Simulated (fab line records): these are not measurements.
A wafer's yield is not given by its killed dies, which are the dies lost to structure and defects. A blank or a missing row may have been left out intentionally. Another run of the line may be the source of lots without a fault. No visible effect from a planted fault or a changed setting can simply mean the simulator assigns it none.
A lot that was struck, set against a sound lot -- flow sky130 -- 20 steps out of a route of 708
Sound: these wafers, L488.3, L488.4, L488.5. Struck: wafers L490.1, L490.3, L490.4. Last of all comes the cause.
Each step with rows lists, per side, the tool, then ch with its chambers, then its first start. Under that, the readings that differ: sound wafers -- struck wafers -- difference of the means -- sigmas: that difference in standard deviations of wafers without a fault.
alike: a reading whose means differ by less than 2 such deviations, as well as words and numbers matching on both sides. not compared: withheld readings; readings where some wafer has no value; bounds like >300 that might hide an equal value; numbers whose values overlap and for which the record gives no deviation.
A row with sigmas, a row that says differs or no value, or rows on one side alone: a step with any of these is where the two part. Numbers that don't overlap but have no deviation are shown without sigmas and don't part them. Lack of a reading on every wafer of one side parts them only where that side has two or more wafers.

first, 2 steps without rows for these wafers: SKY_GATE_OXIDE_IMPLANT_11; SKY_GATE_OXIDE_WET_ETCH_12 (etches SiO2 in dHF, target depth 16.8 nm, time 336 s).
SKY_GATE_OXIDE_STRIP_13: strips in O2/N2.
  sound on plasma-asher-04 ch 0,1, day 14 13:33; struck on plasma-asher-01 ch 0,1, day 15 12:41
reading,sound,struck,difference,sigmas
oes-product-au (a.u.),0.708 0.706 0.711,0.725 0.717 0.716,+0.011,+2
  alike: chamber-pressure-mTorr, drypump-motor-current-A, strip-time-to-endpoint-s
  not compared: rf-hours-counter-h
SKY_GATE_OXIDE_TW_MEAS_14:
  sound: film-metro-03 at day 14 13:38; struck: film-metro-03 at day 15 12:47
  alike: GATE_OXIDE_TW
then, 3 steps without rows for these wafers: SKY_GATE_OXIDE_CLEAN_15 (cleans in SC1/SC2, time 150 s); SKY_GATE_OXIDE_OXIDATION_16 (stabilise 600 s, purge 300 s, target thk 3.57 nm); SKY_POLY_GATE_CVD_00 (deposits poly-Si, target thk 180 nm, time 720 s).
SKY_POLY_GATE_THK_MEAS_01:
  sound: film-metro-01 at day 14 19:01; struck: film-metro-03 at day 15 15:37
  alike: POLY_GATE_CVD_00_THK
then, 4 steps without rows for these wafers: SKY_RES_PROTECT_DEHYDRATE_00 (time 60 s); SKY_RES_PROTECT_HMDS_01 (prime time 60 s); SKY_RES_PROTECT_COAT_02 (resist thk 1140 nm); SKY_RES_PROTECT_SOFTBAKE_03 (time 60 s).
SKY_RES_PROTECT_EXPOSE_04: exposes mask RPM, target cd 1270 nm.
  sound on iline-stepper-01 ch 0, day 15 09:11; struck on iline-stepper-02 ch 0, day 16 05:45
reading,sound,struck,difference,sigmas
mask,RPM#0 RPM#0 RPM#0,NTM#0 NTM#0 NTM#0,differs,
then, 3 steps without rows for these wafers: SKY_RES_PROTECT_PEB_05; SKY_RES_PROTECT_DEVELOP_06 (develop time 60 s); SKY_POLY_GATE_IMPLANT_02.
SKY_RES_PROTECT_STRIP_07: strips in O2/N2.
  sound on plasma-asher-02 ch 0,1, day 15 23:01; struck on plasma-asher-02 ch 0,1, day 16 19:38
  alike: chamber-pressure-mTorr, drypump-motor-current-A, oes-product-au, strip-time-to-endpoint-s
  not compared: rf-hours-counter-h
SKY_RES_PROTECT_TW_MEAS_08:
  sound: film-metro-03 at day 15 23:07; struck: film-metro-04 at day 16 19:44
reading,sound,struck,difference,sigmas
POLY_GATE_TW,3994 3982 3982,30 30 31,-3956,-99 or more
then, 1 step without rows for these wafers: SKY_RES_PROTECT_CLEAN_09 (cleans in SC1/SC2, time 150 s).
-- record jumps: 30 days separate the struck wafers' starts on either side; left off in module RES_PROTECT, taken up again in module PAD_OPEN, whose first shown step is the route's number 708 --
SKY_PAD_OPEN_PROBE_99:
  sound: prober-02 at day 46 08:15; struck: prober-02 at day 47 01:21
  alike: killed_at_M0_to_M3, killed_at_M4_up, killed-at-contacts, killed-at-front-end, killed-at-other, killed-dies, killed-open, killed-short

## WHERE THEY PART
At SKY_GATE_OXIDE_STRIP_13 first; at SKY_RES_PROTECT_TW_MEAS_08 last (within this record only). Later steps at which nothing parts them and some readings are alike: SKY_PAD_OPEN_PROBE_99.

WHY: what the simulator had put in
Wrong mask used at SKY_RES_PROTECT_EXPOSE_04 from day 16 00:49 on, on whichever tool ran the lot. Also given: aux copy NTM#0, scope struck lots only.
